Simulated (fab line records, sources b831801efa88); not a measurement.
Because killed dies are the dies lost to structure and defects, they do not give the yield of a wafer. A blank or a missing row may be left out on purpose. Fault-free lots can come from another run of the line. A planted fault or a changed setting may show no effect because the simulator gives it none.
fab line records | flow sfqLine
[record] lots = 15 | wafers = 43 | lastDay = 91
route steps=325 shown I1@74
lots untouched by any fault: they come from a run of this same line in which no faults occurred
startH: start of the lot's first displayed wafer, in hours after the record's first day | waitH: how many hours have passed since the lot's step before this one | " the same as in the row above | L1.1+2: a row that stands for several wafers | - no value present, or no start provided | * or withheld: withheld | < > ~ a bound
route shown NAME@n: names a module that has steps shown in the file, with the first one's number in the route | usual: mean/standard deviation of fault-free wafers | same: alike in all rows | chamber/n: place in a boat | sites: readings site by site | _std_site: how widely they spread, as a standard deviation | _edge_site: inner sites' mean taken away from outer sites' mean | radiusMm: how far each site lies from the wafer's centre | mask NAME#n: copy n | behind: the tool/chamber that last shaped the wafer | hold: cause of the lot's hold/its duration in hours/its outcome | device: the n, p or np transistor that did not switch | end of line: tests of these same wafers at the route's end | a step given without rows: its recipe and nothing more | killed: the dies lost at the first sort to structure and to defects; this is not the yield of the wafer | map: shows each die of a wafer: x if killed, . if not, _ if none is there
set.NAME: the setting that was run; set.NAME@STEP: the one run at that earlier step | model.NAME: the simulator's own value behind a step, which no gauge read
steps of the route over a sample of lots; a table a step, a row a wafer
services: from which hour (startH, from the record's first day; less than 0 if before it) a tool's chamber was out of use, for how many hours, and why
[[steps]]
[step SFQ_TRILAYER_I1_CMP_CMP_046]
[recipe] material = SiO2 | downForcePsi = 3 | platenRpm = 60 | padVelocityMS = 0.94248
[usual] motorCurrentA = 10.2/1.4 | timeToEndpointS = 217/7.4
lot.wafer | tool   | chamber | startH | waitH | motorCurrentA | timeToEndpointS
L584.4    | cmp-01 | 1       | 258.60 | 2.0   | 7.8           | 226
L584.1    | "      | 0       | 260.10 | 3.6   | 12.6          | 216
L584.6    | "      | 2       | 261.10 | 4.5   | 10.4          | 213
L585.4    | cmp-02 | 2       | 268.20 | 6.8   | 11.6          | 232
L585.3    | "      | 3       | "      | "     | 8.8           | 229
L585.5    | "      | 2       | 270.20 | 8.8   | 11.9          | 233
L586.2    | cmp-02 | 3       | 284.59 | 13.7  | 8.3           | 207
L586.6    | "      | 2       | 286.09 | 15.1  | 11.8          | 214
L586.5    | "      | 3       | "      | "     | 8.7           | 217
L591.1    | cmp-01 | 2       | 308.17 | 8.2   | 10.8          | 214
L591.2    | "      | 3       | "      | "     | 10.1          | 204
L591.3    | "      | 1       | 309.67 | 9.7   | 7.7           | 223
L593.4    | cmp-02 | 0       | 321.09 | 12.9  | 10.8          | 226
L593.6    | "      | 2       | 322.09 | 13.9  | 11.7          | 239
L593.5    | "      | 3       | "      | "     | 8.5           | 223
L594.3    | cmp-02 | 0       | 336.09 | 6.1   | 10.8          | 213
L594.1    | "      | 1       | "      | "     | 10.1          | 214
L594.6    | "      | 3       | 337.59 | 7.6   | 9.0           | 225
L596.3    | cmp-02 | 3       | 338.59 | 3.8   | 8.4           | 216
L596.6    | "      | 2       | 340.09 | 5.3   | 11.2          | 230
L596.5    | "      | 3       | "      | "     | 8.4           | 219
L597.4    | cmp-02 | 0       | 343.41 | 1.0   | 10.7          | 219
L598.1    | cmp-01 | 2       | 356.08 | 2.1   | 10.7          | 209
L598.3    | "      | 3       | "      | "     | 10.5          | 206
L598.4    | "      | 0       | "      | "     | 12.4          | 211
L600.1    | cmp-01 | 2       | 371.36 | 1.5   | 10.9          | 213
L600.3    | "      | 1       | 372.86 | 3.0   | 7.6           | 219
L600.6    | "      | 2       | "      | "     | 10.7          | 217
L601.3    | cmp-01 | 2       | 377.98 | 0.9   | 10.6          | 216
L601.1    | "      | 3       | "      | "     | 10.0          | 211
L601.6    | "      | 1       | 379.48 | 2.4   | 7.6           | 236
L603.3    | cmp-01 | 3       | 392.00 | 0.5   | 10.1          | 209
L603.2    | "      | 0       | "      | "     | 12.6          | 214
L603.5    | "      | 0       | 394.50 | 2.9   | 12.1          | 215
L604.2    | cmp-02 | 3       | 403.87 | 3.9   | 8.5           | 216
L604.3    | "      | 0       | "      | "     | 10.0          | 225
L604.6    | "      | 2       | 405.37 | 5.4   | 11.5          | 229
L605.1    | cmp-02 | 2       | 412.87 | 4.5   | 12.0          | 225
L605.2    | "      | 3       | "      | "     | 8.8           | 209
L605.6    | "      | 0       | "      | "     | 10.8          | 223
L606.1    | cmp-02 | 0       | 418.37 | 4.0   | 10.7          | 208
L606.2    | "      | 1       | "      | "     | 10.0          | 202
L606.4    | "      | 2       | "      | "     | 11.8          | 217
[step SFQ_TRILAYER_I1_METRO_MEASURE_047]
[usual] thkNm = 200.0/1
lot.wafer | tool         | chamber | startH | waitH | thkNm
L584.1    | filmMetro-02 | -       | 261.72 | 0.1   | 199.4
L584.4    | "            | -       | "      | "     | 200.3
L584.6    | "            | -       | "      | "     | 198.3
L585.3    | filmMetro-03 | -       | 271.72 | 0.5   | 199.7
L585.4    | "            | -       | "      | "     | 200.7
L585.5    | "            | -       | "      | "     | 200.6
L586.2    | filmMetro-03 | -       | 287.41 | 0.3   | 196.9
L586.5    | "            | -       | "      | "     | 198.8
L586.6    | "            | -       | "      | "     | 199.8
L591.1    | filmMetro-03 | -       | 311.29 | 0.1   | 199.1
L591.2    | "            | -       | "      | "     | 198.2
L591.3    | "            | -       | "      | "     | 201.0
L593.4    | filmMetro-03 | -       | 323.81 | 0.6   | 186.5
L593.5    | "            | -       | "      | "     | 199.9
L593.6    | "            | -       | "      | "     | 186.1
L594.1    | filmMetro-03 | -       | 338.21 | 0.1   | 200.2
L594.3    | "            | -       | "      | "     | 201.5
L594.6    | "            | -       | "      | "     | 185.0
L596.3    | filmMetro-04 | -       | 341.61 | 0.5   | 199.9
L596.5    | "            | -       | "      | "     | 200.0
L596.6    | "            | -       | "      | "     | 186.4
L597.4    | filmMetro-03 | -       | 346.13 | 0.6   | 198.9
L598.1    | filmMetro-03 | -       | 358.70 | 0.1   | 199.5
L598.3    | "            | -       | "      | "     | 198.7
L598.4    | "            | -       | "      | "     | 198.1
L600.1    | filmMetro-03 | -       | 374.48 | 0.1   | 201.0
L600.3    | "            | -       | "      | "     | 202.4
L600.6    | "            | -       | "      | "     | 199.9
L601.1    | filmMetro-03 | -       | 380.60 | 0.1   | 199.2
L601.3    | "            | -       | "      | "     | 201.1
L601.6    | "            | -       | "      | "     | 201.5
L603.2    | filmMetro-02 | -       | 395.32 | 0.3   | 200.4
L603.3    | "            | -       | "      | "     | 198.9
L603.5    | "            | -       | "      | "     | 199.2
L604.2    | filmMetro-03 | -       | 406.19 | 0.3   | 200.2
L604.3    | "            | -       | "      | "     | 201.0
L604.6    | "            | -       | "      | "     | 201.6
L605.1    | filmMetro-03 | -       | 414.99 | 0.1   | 200.5
L605.2    | "            | -       | "      | "     | 199.4
L605.6    | "            | -       | "      | "     | 197.4
L606.1    | filmMetro-02 | -       | 420.99 | 0.1   | 198.6
L606.2    | "            | -       | "      | "     | 199.2
L606.4    | "            | -       | "      | "     | 199.5
[step SFQ_TRILAYER_I1_VIA_ETCH_VIA_ETCH_052]
[recipe] target = SiO2 | stopOn = Nb | maskMaterial = PR | taperDeg = 20 | chemistry = CHF3 | targetDepthNm = 260 | sourceW = 500 | biasW = 80 | pressureMtorr = 30 | timeS = withheld
[usual] drypumpMotorCurrentA = 5.5/0.46 | oesProductAu = 0.854/0.0049
lot.wafer | tool       | chamber | startH | waitH | drypumpMotorCurrentA | oesProductAu
L584.1    | rieDiel-01 | 2       | 389.18 | 0.0   | 5.8                  | 0.854
L584.4    | "          | 0       | "      | "     | 6.4                  | 0.846
L584.6    | "          | 2       | "      | "     | 5.8                  | 0.851
L585.3    | rieDiel-03 | 0       | 399.98 | 0.0   | 4.8                  | 0.853
L585.4    | "          | 1       | "      | "     | 5.6                  | 0.855
L585.5    | "          | 0       | "      | "     | 4.8                  | 0.852
L586.2    | rieDiel-04 | 3       | 416.78 | 0.0   | 5.7                  | 0.852
L586.5    | "          | 2       | "      | "     | 5.4                  | 0.857
L586.6    | "          | 1       | "      | "     | 5.8                  | 0.854
L591.1    | rieDiel-04 | 1       | 446.33 | 0.0   | 5.8                  | 0.857
L591.2    | "          | 0       | "      | "     | 5.8                  | 0.851
L591.3    | "          | 3       | "      | "     | 5.7                  | 0.851
L593.4    | rieDiel-03 | 3       | 465.11 | 0.0   | 4.9                  | 0.820
L593.5    | "          | 2       | "      | "     | 5.7                  | 0.852
L593.6    | "          | 1       | "      | "     | 5.6                  | 0.820
L594.1    | rieDiel-04 | 0       | 488.88 | 0.0   | 5.7                  | 0.854
L594.3    | "          | 2       | "      | "     | 5.4                  | 0.861
L594.6    | "          | 2       | "      | "     | 5.4                  | 0.812
L596.3    | rieDiel-03 | 2       | 492.48 | 0.0   | 5.7                  | 0.854
L596.5    | "          | 2       | "      | "     | 5.7                  | 0.852
L596.6    | "          | 3       | "      | "     | 4.9                  | 0.829
L597.4    | rieDiel-01 | 1       | 498.54 | 0.1   | 4.9                  | 0.853
L598.1    | rieDiel-01 | 0       | 512.88 | 0.0   | 6.4                  | 0.860
L598.3    | "          | 2       | "      | "     | 5.8                  | 0.845
L598.4    | "          | 0       | "      | "     | 6.4                  | 0.850
L600.1    | rieDiel-04 | 1       | 527.28 | 0.0   | 5.8                  | 0.860
L600.3    | "          | 2       | "      | "     | 5.4                  | 0.861
L600.6    | "          | 3       | "      | "     | 5.7                  | 0.851
L601.1    | rieDiel-03 | 0       | 534.48 | 0.0   | 4.8                  | 0.854
L601.3    | "          | 2       | "      | "     | 5.7                  | 0.842
L601.6    | "          | 3       | "      | "     | 4.9                  | 0.855
L603.2    | rieDiel-03 | 3       | 553.26 | 0.0   | 4.9                  | 0.858
L603.3    | "          | 1       | "      | "     | 5.6                  | 0.852
L603.5    | "          | 0       | "      | "     | 4.8                  | 0.856
L604.2    | rieDiel-01 | 2       | 566.56 | 0.0   | 5.8                  | 0.856
L604.3    | "          | 1       | "      | "     | 4.9                  | 0.861
L604.6    | "          | 2       | "      | "     | 5.7                  | 0.861
L605.1    | rieDiel-04 | 0       | 573.76 | 0.0   | 5.7                  | 0.861
L605.2    | "          | 1       | "      | "     | 5.8                  | 0.853
L605.6    | "          | 3       | "      | "     | 5.7                  | 0.848
L606.1    | rieDiel-03 | 3       | 583.36 | 0.0   | 4.9                  | 0.853
L606.2    | "          | 0       | "      | "     | 4.8                  | 0.852
L606.4    | "          | 2       | "      | "     | 5.7                  | 0.852
[[services]]
tool         | chamber | startH | hours | kind
filmMetro-03 | -       | 238.36 | 0.9   | repair
cmp-02       | -       | 258.79 | 6.4   | pm
cmp-01       | -       | 267.60 | 7.6   | pm
cmp-02       | -       | 274.08 | 1.0   | repair
cmp-02       | -       | 274.16 | 0.5   | repair
cmp-01       | -       | 278.40 | 0.3   | repair
rieDiel-03   | 2       | 293.35 | 8.2   | repair
filmMetro-03 | -       | 298.25 | 4.5   | repair
filmMetro-03 | -       | 322.21 | 0.8   | pm
cmp-01       | -       | 323.24 | 0.9   | repair
cmp-01       | -       | 328.69 | 2.9   | repair
cmp-02       | -       | 367.25 | 0.7   | repair
cmp-02       | -       | 371.11 | 0.8   | repair
cmp-02       | -       | 394.77 | 1.0   | repair
cmp-01       | -       | 410.80 | 4.0   | pm
filmMetro-03 | -       | 414.04 | 0.4   | pm
filmMetro-03 | -       | 422.06 | 0.9   | pm
cmp-02       | -       | 458.36 | 0.6   | repair
cmp-02       | -       | 507.42 | 0.5   | repair
cmp-02       | -       | 508.06 | 1.7   | repair
filmMetro-03 | -       | 535.35 | 1.1   | pm
cmp-02       | -       | 545.38 | 5.8   | pm
filmMetro-03 | -       | 567.21 | 2.8   | pm
cmp-02       | -       | 576.73 | 4.0   | pm
[[key]]
[firstSign] step = SFQ_TRILAYER_I1_METRO_MEASURE_047 | reading = thkNm | direction = down | sigmas = 14 | usual = 200.0 | struck = 186.0
[effect] step = SFQ_TRILAYER_I1_VIA_ETCH_VIA_ETCH_052 | reading = oesProductAu | direction = down | sigmas = 7 | usual = 0.854 | struck = 0.820
metAt SFQ_TRILAYER_I1_CMP_CMP_046
struckLots L593,L594,L596
struckWafers L593.4,L593.6,L594.6,L596.6
onsetBetween 284.59 321.09
[fault] kind = processParameterDrift | tool = cmp-02 | chamber = - | onsetH = 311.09 | steps = SFQ_TRILAYER_I1_CMP_CMP_046 | channel = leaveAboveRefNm | offset = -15 | shape = step | endH = 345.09 | scope = struckWafersOnly | actsIn = theseRecipesOnly | stated = 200
